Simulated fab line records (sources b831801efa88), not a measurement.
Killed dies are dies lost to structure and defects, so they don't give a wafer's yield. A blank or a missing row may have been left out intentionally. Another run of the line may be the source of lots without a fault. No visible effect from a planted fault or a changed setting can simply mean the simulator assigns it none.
Which tool was responsible? || flow gf180mcu || Sampling: 10 lots, 30 wafers, 5 of 602 route steps

== WHAT EACH GAUGE READ, for each wafer ==
GF_PASSIVATION_THK_MEAS_01.
{"lot": "L834", "measured": "day 29 08:44", "on": "filmMetro-04", "PASSIVATION_CVD_00_THK (nm)": "1000 1006 1009"}
{"lot": "L838", "measured": "day 30 16:54", "on": "filmMetro-02", "PASSIVATION_CVD_00_THK (nm)": "1004 1008 1009"}
{"lot": "L844", "measured": "day 31 23:24", "on": "filmMetro-01", "PASSIVATION_CVD_00_THK (nm)": "1011 1009 1022"}
{"lot": "L845", "measured": "day 32 04:01", "on": "filmMetro-04", "PASSIVATION_CVD_00_THK (nm)": "1014 1014 1032"}
{"lot": "L849", "measured": "day 33 08:44", "on": "filmMetro-02", "PASSIVATION_CVD_00_THK (nm)": "973 1007 1003"}
{"lot": "L851", "measured": "day 33 18:34", "on": "filmMetro-04", "PASSIVATION_CVD_00_THK (nm)": "666 641 1027"}
{"lot": "L852", "measured": "day 34 01:34", "on": "filmMetro-01", "PASSIVATION_CVD_00_THK (nm)": "1021 1006 1022"}
{"lot": "L853", "measured": "day 34 06:42", "on": "filmMetro-01", "PASSIVATION_CVD_00_THK (nm)": "1006 1015 638"}
{"lot": "L854", "measured": "day 34 16:37", "on": "filmMetro-04", "PASSIVATION_CVD_00_THK (nm)": "1016 1022 1034"}
{"lot": "L856", "measured": "day 34 22:39", "on": "filmMetro-02", "PASSIVATION_CVD_00_THK (nm)": "1006 1002 1004"}

GF_PASSIVATION_THK_MEAS_03.
{"lot": "L834", "measured": "day 29 09:05", "on": "filmMetro-01", "PASSIVATION_CVD_02_THK (nm)": "682 686 702"}
{"lot": "L838", "measured": "day 30 17:15", "on": "filmMetro-02", "PASSIVATION_CVD_02_THK (nm)": "674 690 702"}
{"lot": "L844", "measured": "day 31 23:45", "on": "filmMetro-02", "PASSIVATION_CVD_02_THK (nm)": "685 685 688"}
{"lot": "L845", "measured": "day 32 04:22", "on": "filmMetro-01", "PASSIVATION_CVD_02_THK (nm)": "676 682 708"}
{"lot": "L849", "measured": "day 33 09:05", "on": "filmMetro-02", "PASSIVATION_CVD_02_THK (nm)": "676 686 690"}
{"lot": "L851", "measured": "day 33 19:03", "on": "filmMetro-01", "PASSIVATION_CVD_02_THK (nm)": "699 694 697"}
{"lot": "L852", "measured": "day 34 02:03", "on": "filmMetro-02", "PASSIVATION_CVD_02_THK (nm)": "673 698 692"}
{"lot": "L853", "measured": "day 34 07:11", "on": "filmMetro-01", "PASSIVATION_CVD_02_THK (nm)": "666 679 687"}
{"lot": "L854", "measured": "day 34 16:57", "on": "filmMetro-04", "PASSIVATION_CVD_02_THK (nm)": "667 697 676"}
{"lot": "L856", "measured": "day 34 23:00", "on": "filmMetro-02", "PASSIVATION_CVD_02_THK (nm)": "694 692 692"}

== WHAT TOOL EACH LOT RAN ON (gives the tool, then ch and the chambers of the sampled wafers, and finally the start) ==
{"lot": "L834", "GF_V5_ETCH_16": "rieDiel-01 ch 1,3, day 28 10:00", "GF_TOP_METAL_SPUTTER_00": "pvdSputter-02, day 28 11:31", "GF_PASSIVATION_CVD_00": "pecvd-04 ch 0,1,2, day 29 08:39"}
{"lot": "L838", "GF_V5_ETCH_16": "rieDiel-01 ch 1,3, day 29 19:03", "GF_TOP_METAL_SPUTTER_00": "pvdSputter-03, day 29 20:28", "GF_PASSIVATION_CVD_00": "pecvd-02 ch 0,1, day 30 16:49"}
{"lot": "L844", "GF_V5_ETCH_16": "rieDiel-02 ch 0,1,2, day 31 03:08", "GF_TOP_METAL_SPUTTER_00": "pvdSputter-03, day 31 04:35", "GF_PASSIVATION_CVD_00": "pecvd-01 ch 1,2, day 31 23:19"}
{"lot": "L845", "GF_V5_ETCH_16": "rieDiel-03 ch 0,1,2, day 31 08:20", "GF_TOP_METAL_SPUTTER_00": "pvdSputter-04, day 31 09:43", "GF_PASSIVATION_CVD_00": "pecvd-04 ch 0,1, day 32 03:56"}
{"lot": "L849", "GF_V5_ETCH_16": "rieDiel-01 ch 0,1,3, day 32 13:26", "GF_TOP_METAL_SPUTTER_00": "pvdSputter-02, day 32 15:07", "GF_PASSIVATION_CVD_00": "pecvd-01 ch 0,1,2, day 33 08:40"}
{"lot": "L851", "GF_V5_ETCH_16": "rieDiel-03 ch 0,1,2, day 33 00:44", "GF_TOP_METAL_SPUTTER_00": "pvdSputter-03, day 33 02:07", "GF_PASSIVATION_CVD_00": "pecvd-01 ch 0,2, day 33 18:28"}
{"lot": "L852", "GF_V5_ETCH_16": "rieDiel-03 ch 0,1,2, day 33 07:25", "GF_TOP_METAL_SPUTTER_00": "pvdSputter-04, day 33 08:50", "GF_PASSIVATION_CVD_00": "pecvd-04 ch 0,1,2, day 34 01:28"}
{"lot": "L853", "GF_V5_ETCH_16": "rieDiel-02 ch 1,2,3, day 33 12:01", "GF_TOP_METAL_SPUTTER_00": "pvdSputter-03, day 33 13:28", "GF_PASSIVATION_CVD_00": "pecvd-01 ch 0,1,2, day 34 06:37"}
{"lot": "L854", "GF_V5_ETCH_16": "rieDiel-01 ch 1,2, day 33 22:13", "GF_TOP_METAL_SPUTTER_00": "pvdSputter-02, day 33 23:40", "GF_PASSIVATION_CVD_00": "pecvd-02 ch 0,1,2, day 34 16:25"}
{"lot": "L856", "GF_V5_ETCH_16": "rieDiel-01 ch 0,2,3, day 34 04:57", "GF_TOP_METAL_SPUTTER_00": "pvdSputter-04, day 34 06:22", "GF_PASSIVATION_CVD_00": "pecvd-04 ch 0,1,2, day 34 22:33"}
- GF_V5_ETCH_16: etches BARC in N2/H2.
- GF_TOP_METAL_SPUTTER_00: material Ti, target thk 37.5 nm, time 150 s.
- GF_PASSIVATION_CVD_00: deposits SiO2 from TEOS, target thk 1000 nm, time 111.95 s.

== WHAT THE TOOLS THEMSELVES READ (means of the sampled wafers that have a number; where no wafer has one, the mark that the record gives instead) ==
GF_V5_ETCH_16.
{"lot": "L834", "tool": "rieDiel-01", "chamberPressureMTorr (mTorr)": 29.958, "drypumpMotorCurrentA (A)": 5.2, "oesProductAu (a.u.)": 0.859, "throttleValvePct (%)": 13.232}
{"lot": "L838", "tool": "rieDiel-01", "chamberPressureMTorr (mTorr)": 29.965, "drypumpMotorCurrentA (A)": 5.2, "oesProductAu (a.u.)": 0.858, "throttleValvePct (%)": 13.225}
{"lot": "L844", "tool": "rieDiel-02", "chamberPressureMTorr (mTorr)": 29.961, "drypumpMotorCurrentA (A)": 5.9, "oesProductAu (a.u.)": 0.858, "throttleValvePct (%)": 13.237}
{"lot": "L845", "tool": "rieDiel-03", "chamberPressureMTorr (mTorr)": 30.010, "drypumpMotorCurrentA (A)": 6.3, "oesProductAu (a.u.)": 0.859, "throttleValvePct (%)": 13.230}
{"lot": "L849", "tool": "rieDiel-01", "chamberPressureMTorr (mTorr)": 29.996, "drypumpMotorCurrentA (A)": 5.3, "oesProductAu (a.u.)": 0.852, "throttleValvePct (%)": 13.222}
{"lot": "L851", "tool": "rieDiel-03", "chamberPressureMTorr (mTorr)": 30.005, "drypumpMotorCurrentA (A)": 6.3, "oesProductAu (a.u.)": 0.858, "throttleValvePct (%)": 13.226}
{"lot": "L852", "tool": "rieDiel-03", "chamberPressureMTorr (mTorr)": 30.022, "drypumpMotorCurrentA (A)": 6.3, "oesProductAu (a.u.)": 0.858, "throttleValvePct (%)": 13.224}
{"lot": "L853", "tool": "rieDiel-02", "chamberPressureMTorr (mTorr)": 29.984, "drypumpMotorCurrentA (A)": 6.0, "oesProductAu (a.u.)": 0.854, "throttleValvePct (%)": 13.220}
{"lot": "L854", "tool": "rieDiel-01", "chamberPressureMTorr (mTorr)": 29.990, "drypumpMotorCurrentA (A)": 5.3, "oesProductAu (a.u.)": 0.860, "throttleValvePct (%)": 13.230}
{"lot": "L856", "tool": "rieDiel-01", "chamberPressureMTorr (mTorr)": 29.988, "drypumpMotorCurrentA (A)": 5.3, "oesProductAu (a.u.)": 0.853, "throttleValvePct (%)": 13.227}

GF_TOP_METAL_SPUTTER_00.
{"lot": "L834", "tool": "pvdSputter-02", "cathodeDcPowerW (W)": 4000.4, "chamberPressurePa (Pa)": 2.004, "throttleValvePct (%)": 30.0}
{"lot": "L838", "tool": "pvdSputter-03", "cathodeDcPowerW (W)": 3999.9, "chamberPressurePa (Pa)": 2.001, "throttleValvePct (%)": 28.8}
{"lot": "L844", "tool": "pvdSputter-03", "cathodeDcPowerW (W)": 3999.5, "chamberPressurePa (Pa)": 2.002, "throttleValvePct (%)": 29.0}
{"lot": "L845", "tool": "pvdSputter-04", "cathodeDcPowerW (W)": 4000.1, "chamberPressurePa (Pa)": 2.001, "throttleValvePct (%)": 29.3}
{"lot": "L849", "tool": "pvdSputter-02", "cathodeDcPowerW (W)": 3999.6, "chamberPressurePa (Pa)": 1.997, "throttleValvePct (%)": 30.5}
{"lot": "L851", "tool": "pvdSputter-03", "cathodeDcPowerW (W)": 3999.1, "chamberPressurePa (Pa)": 1.999, "throttleValvePct (%)": 28.9}
{"lot": "L852", "tool": "pvdSputter-04", "cathodeDcPowerW (W)": 3999.9, "chamberPressurePa (Pa)": 2.001, "throttleValvePct (%)": 29.5}
{"lot": "L853", "tool": "pvdSputter-03", "cathodeDcPowerW (W)": 3999.8, "chamberPressurePa (Pa)": 2.000, "throttleValvePct (%)": 29.0}
{"lot": "L854", "tool": "pvdSputter-02", "cathodeDcPowerW (W)": 4000.1, "chamberPressurePa (Pa)": 1.995, "throttleValvePct (%)": 30.6}
{"lot": "L856", "tool": "pvdSputter-04", "cathodeDcPowerW (W)": 4000.3, "chamberPressurePa (Pa)": 2.002, "throttleValvePct (%)": 29.7}

GF_PASSIVATION_CVD_00.
{"lot": "L834", "tool": "pecvd-04", "heaterPowerW (W)": 624, "susceptorTempC (C)": 399.95}
{"lot": "L838", "tool": "pecvd-02", "heaterPowerW (W)": 576, "susceptorTempC (C)": 400.11}
{"lot": "L844", "tool": "pecvd-01", "heaterPowerW (W)": 793, "susceptorTempC (C)": 400.05}
{"lot": "L845", "tool": "pecvd-04", "heaterPowerW (W)": 597, "susceptorTempC (C)": 399.72}
{"lot": "L849", "tool": "pecvd-01", "heaterPowerW (W)": 702, "susceptorTempC (C)": 399.80}
{"lot": "L851", "tool": "pecvd-01", "heaterPowerW (W)": 822, "susceptorTempC (C)": 400.07}
{"lot": "L852", "tool": "pecvd-04", "heaterPowerW (W)": 616, "susceptorTempC (C)": 400.03}
{"lot": "L853", "tool": "pecvd-01", "heaterPowerW (W)": 710, "susceptorTempC (C)": 400.03}
{"lot": "L854", "tool": "pecvd-02", "heaterPowerW (W)": 549, "susceptorTempC (C)": 400.15}
{"lot": "L856", "tool": "pecvd-04", "heaterPowerW (W)": 597, "susceptorTempC (C)": 400.21}

== THE ANSWER, worked out from the rows above alone ==
Rule: usual is defined by the lots themselves. Put in order of their means at a reading, lots are off if they are a third of the lots or fewer, leave a main group of 4 or more, and stand apart from it by a gap of 3 or more times the standard deviation of the main group's means; of several such gaps the widest counts. A main group is skipped when, at the precision printed for the reading in the tables above, its means are all equal. A lot without any number at a reading at which 4 lots or more have one is off too. Any other lot the step has rows for is counted as sound. Order of review: gauges by route order, followed by the tools' own readings, for which a lot's mean as printed above is used. The first step at which some lot is off is used, and at that step the reading that is off furthest; a lot without a number counts as furthest.
Off: L851, L853, at GF_PASSIVATION_THK_MEAS_01 (PASSIVATION_CVD_00_THK). Mean 1011 nm and standard deviation 9.1 in the main group.
If a tool, at a process step before that reading, ran all the lots that are off and no sound lot after the first of them, it fits. Gauges at GF_PASSIVATION_THK_MEAS_01: tried the same way as those tools. 2 tools fit, pvdSputter-03 at GF_TOP_METAL_SPUTTER_00 and pecvd-01 at GF_PASSIVATION_CVD_00, so this cannot tell which one it is.

== WHAT THE SIMULATOR HAD INSERTED ==
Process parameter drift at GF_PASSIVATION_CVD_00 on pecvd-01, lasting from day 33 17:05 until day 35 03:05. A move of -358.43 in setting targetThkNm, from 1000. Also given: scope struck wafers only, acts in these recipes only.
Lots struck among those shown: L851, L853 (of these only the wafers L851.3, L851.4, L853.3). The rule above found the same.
